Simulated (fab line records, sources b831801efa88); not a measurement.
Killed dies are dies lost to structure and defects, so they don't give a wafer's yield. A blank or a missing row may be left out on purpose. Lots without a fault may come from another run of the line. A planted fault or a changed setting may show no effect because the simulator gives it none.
Tool commonality check | flow sky130 | 11 lots, 33 wafers sampled

WHY IT WAS OPENED
At SKY_PWDE_TW_MEAS_10 the reading PWDE_TW is flagged on 2 of 11 lots. Wafers without a fault read 374.4, standard deviation 2.7.
Rule: a lot is flagged when every wafer of it that has a number lies more than 4 standard deviations from that mean, or none has a number. The other lots count as sound.

lot  | measured    | on            | PWDE_TW, wafer by wafer | flag
L762 | day 3 18:54 | film_metro-02 | 379.2 379.3 379.8       |
L763 | day 4 01:21 | film_metro-01 | 374.3 374.1 375.5       |
L765 | day 4 10:09 | film_metro-01 | 374.0 374.5 375.7       |
L766 | day 4 15:32 | film_metro-02 | 376.8 377.1 378.2       |
L767 | day 4 22:20 | film_metro-02 | 377.2 376.3 376.9       |
L768 | day 5 08:26 | film_metro-04 | 372.2 373.7 372.2       |
L769 | day 5 13:20 | film_metro-01 | 375.8 375.7 376.4       |
L772 | day 6 03:53 | film_metro-01 | 373.2 372.5 373.6       |
L778 | day 7 12:17 | film_metro-01 | 344.2 344.3 344.1       | FLAGGED
L783 | day 8 20:37 | film_metro-01 | 343.0 342.5 344.4       | FLAGGED
L785 | day 9 11:30 | film_metro-04 | 374.3 374.0 371.2       |
The numbers of the flagged lots are 343.8 on average: -30.6 against the usual, or -11 standard deviations.

WHICH TOOL RAN EACH LOT
The record holds 1 process step before the reading, out of a route of 708 steps. In each cell: the tool, then ch and the chambers that the sampled wafers went through, then the start.
lot  | flag    | SKY_PWDE_IMPLANT_08
L762 |         | implanter-04 ch 0, day 3 18:42
L763 |         | implanter-04 ch 0, day 4 01:06
L765 |         | implanter-02 ch 0, day 4 09:55
L766 |         | implanter-04 ch 0, day 4 15:20
L767 |         | implanter-03 ch 0, day 4 22:05
L768 |         | implanter-04 ch 0, day 5 08:12
L769 |         | implanter-02 ch 0, day 5 13:06
L772 |         | implanter-04 ch 0, day 6 03:39
L778 | FLAGGED | implanter-04 ch 0, day 7 12:02
L783 | FLAGGED | implanter-04 ch 0, day 8 20:24
L785 |         | implanter-02 ch 0, day 9 11:15
What these steps do:
- SKY_PWDE_IMPLANT_08
- SKY_PWDE_TW_MEAS_10

FLAGGED OVER TOTAL, TOOL BY TOOL (the gauges that took the reading come last)
step                | tool          | lots run | flagged | share of the flagged lots | sound lots run after its first flagged lot
SKY_PWDE_IMPLANT_08 | implanter-02  | 3        | 0       | none                      | -
SKY_PWDE_IMPLANT_08 | implanter-03  | 1        | 0       | none                      | -
SKY_PWDE_IMPLANT_08 | implanter-04  | 7        | 2       | all                       | 0
SKY_PWDE_TW_MEAS_10 | film_metro-01 | 6        | 2       | all                       | 0
SKY_PWDE_TW_MEAS_10 | film_metro-02 | 3        | 0       | none                      | -
SKY_PWDE_TW_MEAS_10 | film_metro-04 | 2        | 0       | none                      | -

WHAT THE TABLE ALLOWS
2 rows of the table ran every flagged lot: implanter-04 at SKY_PWDE_IMPLANT_08, film_metro-01 at SKY_PWDE_TW_MEAS_10.
- implanter-04 at SKY_PWDE_IMPLANT_08: 2 of its 7 lots flagged. Its last sound lot is L772 (day 6 03:39), its first flagged lot L778 (day 7 12:02): a fault that began between those two fits. Its own readings lie more than 4 standard deviations out on every wafer of the flagged lots: dose_ions_cm2, faraday_current_uA.
- film_metro-01 at SKY_PWDE_TW_MEAS_10: 2 of its 6 lots flagged. Its last sound lot is L772 (day 6 03:53), its first flagged lot L778 (day 7 12:17): a fault that began between those two fits.
Counting lots can't tell these 2 tools apart, because each fits a fault that began at some hour. More lots, or a look at what each step does to the wafer, might.

WHAT THE SIMULATOR HAD PUT IN
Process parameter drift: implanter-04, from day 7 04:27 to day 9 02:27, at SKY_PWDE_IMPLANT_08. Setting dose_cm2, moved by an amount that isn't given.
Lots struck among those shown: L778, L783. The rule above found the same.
